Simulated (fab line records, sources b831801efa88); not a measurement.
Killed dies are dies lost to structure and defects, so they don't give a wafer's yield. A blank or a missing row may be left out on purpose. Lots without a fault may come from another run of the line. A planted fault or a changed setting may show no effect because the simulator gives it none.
Matching of chambers / flow sky130 / 4 sister chambers for SKY_VIA2_CMP_02 on cmp-01
The step polishes SiO2. 7 wafers are shown with their chamber, then 7 later ones without.

== EACH WAFER AND ITS CHAMBER ==
wafer=L792.2; chamber=3; motor current A (A)=12.3
wafer=L801.6; chamber=1; motor current A (A)=10.6
wafer=L802.2; chamber=0; motor current A (A)=12.8
wafer=L802.4; chamber=2; motor current A (A)=13.8
wafer=L802.6; chamber=2; motor current A (A)=14.0
wafer=L804.2; chamber=0; motor current A (A)=13.5
wafer=L804.4; chamber=1; motor current A (A)=10.7

== WAFERS WITH NO CHAMBER GIVEN ==
wafer=L804.5; motor current A (A)=12.8
wafer=L811.4; motor current A (A)=13.9
wafer=L811.5; motor current A (A)=14.2
wafer=L811.6; motor current A (A)=10.9
wafer=L812.1; motor current A (A)=13.5
wafer=L812.2; motor current A (A)=12.7
wafer=L812.4; motor current A (A)=12.1

== WHICH CHAMBER EACH ONE RAN IN ==
wafer=L804.5; from the rows above=can't be placed: 0 or 3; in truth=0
wafer=L811.4; from the rows above=2; in truth=2
wafer=L811.5; from the rows above=2; in truth=2
wafer=L811.6; from the rows above=1; in truth=1
wafer=L812.1; from the rows above=can't be placed: 0 or 2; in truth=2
wafer=L812.2; from the rows above=can't be placed: 3 or 0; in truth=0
wafer=L812.4; from the rows above=3; in truth=3
4 of 7 placed correctly. Not placeable from these rows: 3 (in 3, the candidates include the true chamber). Number placed wrongly: 0.
How it was worked out, from the rows above alone: a wafer's distance from a chamber is the root of the sum, over the readings, of the square of ((its reading less the chamber's mean) divided by the reading's scatter). The wafer belongs to the nearest chamber; if the next one is less than 2 further off, it can't be placed. Each chamber's mean is taken over the wafers shown for it. How the scatter is found: for the shown wafers, subtract from each reading the mean of its chamber, square and add these, divide the total by (wafers less chambers), then take the root.
